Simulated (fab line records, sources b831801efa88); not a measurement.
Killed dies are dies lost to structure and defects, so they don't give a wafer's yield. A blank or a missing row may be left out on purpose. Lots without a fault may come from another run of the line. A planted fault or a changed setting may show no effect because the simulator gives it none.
Which tool did it? | flow sky130 | 7 lots, 21 wafers sampled, at 3 steps of a route of 708

WHAT THE GAUGES READ, wafer by wafer
SKY_SONOS_TUNNEL_TW_MEAS_12.
lot  | measured     | on            | SONOS_TUNNEL_TW
L686 | day 11 16:39 | film_metro-04 | 196.0 196.2 195.5
L688 | day 12 14:58 | film_metro-01 | 200.1 198.8 199.3
L690 | day 13 03:14 | film_metro-02 | 195.2 194.3 194.2
L692 | day 13 18:48 | film_metro-01 | 199.5 199.8 198.9
L694 | day 14 10:46 | film_metro-04 | 195.5 195.4 195.3
L698 | day 15 17:57 | film_metro-04 | 196.1 195.7 195.2
L705 | day 18 04:35 | film_metro-01 | 30.6 30.3 30.5

WHICH TOOL RAN EACH LOT (tool, then ch and the chambers of the sampled wafers, then the start)
lot  | SKY_VT_ADJUST_HVTR_STRIP_10          | SKY_SONOS_TUNNEL_IMPLANT_09
L686 | plasma_asher-01 ch 0,1, day 9 18:55  | implanter-01 ch 0, day 11 16:14
L688 | plasma_asher-01 ch 0,1, day 10 14:58 | implanter-01 ch 0, day 12 14:23
L690 | plasma_asher-02 ch 0,1, day 11 02:20 | implanter-01 ch 0, day 13 02:49
L692 | plasma_asher-04 ch 0,1, day 11 16:13 | implanter-01 ch 0, day 13 18:20
L694 | plasma_asher-04 ch 0,1, day 12 07:48 | implanter-01 ch 0, day 14 10:23
L698 | plasma_asher-02 ch 0,1, day 13 12:08 | implanter-03 ch 0, day 15 17:32
L705 | plasma_asher-02 ch 0,1, day 15 18:43 | implanter-02, day 18 04:10
- SKY_VT_ADJUST_HVTR_STRIP_10: strips in O2/N2.
- SKY_SONOS_TUNNEL_IMPLANT_09

THE ANSWER, worked out from the rows above alone
Rule: what is usual is taken from the lots themselves. Put in order of their means at a reading, lots are off if they are a third of the lots or fewer, leave a main group of 4 or more, and stand apart from it by a gap of 3 or more times the standard deviation of the main group's means; of several such gaps the widest counts. A main group whose means are all the same, to the digits that the tables above print for the reading, isn't used. A lot without any number at a reading at which 4 lots or more have one is off too. The other lots that the step has rows for count as sound.
Off: L705, at SKY_SONOS_TUNNEL_TW_MEAS_12 (SONOS_TUNNEL_TW). The main group: mean 196.7, standard deviation 1.9.
A tool fits if, at a process step before that reading, it ran every lot that is off, and no sound lot after the first of them. The gauges at SKY_SONOS_TUNNEL_TW_MEAS_12 are tried like those tools. Can't be told from this: 3 tools fit, plasma_asher-02 at SKY_VT_ADJUST_HVTR_STRIP_10, implanter-02 at SKY_SONOS_TUNNEL_IMPLANT_09, film_metro-01 at SKY_SONOS_TUNNEL_TW_MEAS_12.

WHAT THE SIMULATOR HAD PUT IN
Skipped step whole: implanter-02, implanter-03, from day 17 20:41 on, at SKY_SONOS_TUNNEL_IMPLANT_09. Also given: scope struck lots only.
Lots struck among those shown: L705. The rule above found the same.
